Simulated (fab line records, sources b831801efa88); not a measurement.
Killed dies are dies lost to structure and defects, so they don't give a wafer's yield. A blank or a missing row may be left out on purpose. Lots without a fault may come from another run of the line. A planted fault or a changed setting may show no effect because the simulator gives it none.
A struck lot beside a sound one | flow sky130 | 15 steps out of a route of 708
Sound: wafers L142.1, L142.2, L142.5. Struck: wafers L154.1, L154.2, L154.5. The cause comes at the end.
At each step with rows: each side's tool, then ch and its chambers, then its first start. Under that, the readings that differ: sound wafers | struck wafers | difference of the means | sigmas: that difference in standard deviations of wafers without a fault.
alike: readings whose means differ by less than 2 such deviations, and words and numbers that are the same on both sides. not compared: withheld readings, readings that some wafer has no value for, bounds like >300 that may hide the same value, and numbers for which the record gives no deviation and whose values overlap.
The two part at a step that has a row with sigmas, a row that says differs or no value, or rows on one side only. Numbers that don't overlap but have no deviation are shown without sigmas and don't part them. A reading that every wafer of one side lacks parts them only if that side has two wafers or more.

SKY_NWELL_RS_MEAS_29: measures by four-point-probe.
  sound on film_metro-04, day 5 18:52; struck on film_metro-03, day 8 18:49
  alike: NWELL_RS
SKY_NWELL_RS_MEAS_31: measures by four-point-probe.
  sound on film_metro-04, day 5 19:06; struck on film_metro-03, day 8 19:04
  alike: PWDE_RS
then, 7 steps without rows for these wafers: SKY_VT_ADJUST_HVTP_DEHYDRATE_00 (time 60 s); SKY_VT_ADJUST_HVTP_HMDS_01 (prime time 60 s); SKY_VT_ADJUST_HVTP_COAT_02 (resist thk 1140 nm); SKY_VT_ADJUST_HVTP_SOFTBAKE_03 (time 60 s); SKY_VT_ADJUST_HVTP_EXPOSE_04 (exposes mask HVTPM, target cd 380 nm); SKY_VT_ADJUST_HVTP_PEB_05; SKY_VT_ADJUST_HVTP_DEVELOP_06 (develop time 60 s).
SKY_VT_ADJUST_HVTP_CD_MEAS_07: target cd 380 nm.
  sound on cd_sem-02, day 6 12:58; struck on cd_sem-02, day 9 15:59
  alike: cd_nm
SKY_VT_ADJUST_HVTP_OVL_MEAS_08:
  sound on overlay-02, day 6 13:05; struck on overlay-02, day 9 16:06
  reading                 | sound          | struck      | difference | sigmas
  VT_ADJUST_HVTP_OVL (nm) | -2.1 -0.9 -0.8 | 0.8 0.6 2.3 | +2.5       | +2
SKY_VT_ADJUST_HVTP_IMPLANT_09:
  sound on implanter-04 ch 0, day 6 13:07; struck on implanter-02 ch 0, day 9 17:49
  reading                   | sound             | struck            | difference | sigmas
  implant_ion_amu           | 75 75 75          | 49 49 49          | -26        |
  model.implant.rp_nm (nm)  | 82.42 82.42 82.42 | 111.1 111.1 111.1 | +28.7      |
  model.implant.drp_nm (nm) | 33.4 33.4 33.4    | 46.43 46.43 46.43 | +13.03     |
SKY_VT_ADJUST_HVTP_STRIP_10: strips in O2/N2.
  sound on plasma_asher-01 ch 0,1, day 6 13:16; struck on plasma_asher-04 ch 0,1, day 9 17:58
  reading                      | sound             | struck            | difference | sigmas
  strip_time_to_endpoint_s (s) | 14.07 14.05 14.04 | 14.14 14.13 14.17 | +0.09      | +3
  alike: drypump_motor_current_A, oes_product_au
  not compared: rf_hours_counter_h
SKY_VT_ADJUST_HVTP_TW_MEAS_11:
  sound on film_metro-02, day 6 13:22; struck on film_metro-04, day 9 18:04
  reading           | sound          | struck      | difference | sigmas
  VT_ADJUST_HVTP_TW | 1354 1347 1340 | 763 765 760 | -584       | -45
then, 1 step without rows for these wafers: SKY_VT_ADJUST_LVTN_DEHYDRATE_00 (time 60 s).

WHERE THEY PART
First at SKY_VT_ADJUST_HVTP_OVL_MEAS_08; last, within this record, at SKY_VT_ADJUST_HVTP_TW_MEAS_11.

WHY: what the simulator had put in
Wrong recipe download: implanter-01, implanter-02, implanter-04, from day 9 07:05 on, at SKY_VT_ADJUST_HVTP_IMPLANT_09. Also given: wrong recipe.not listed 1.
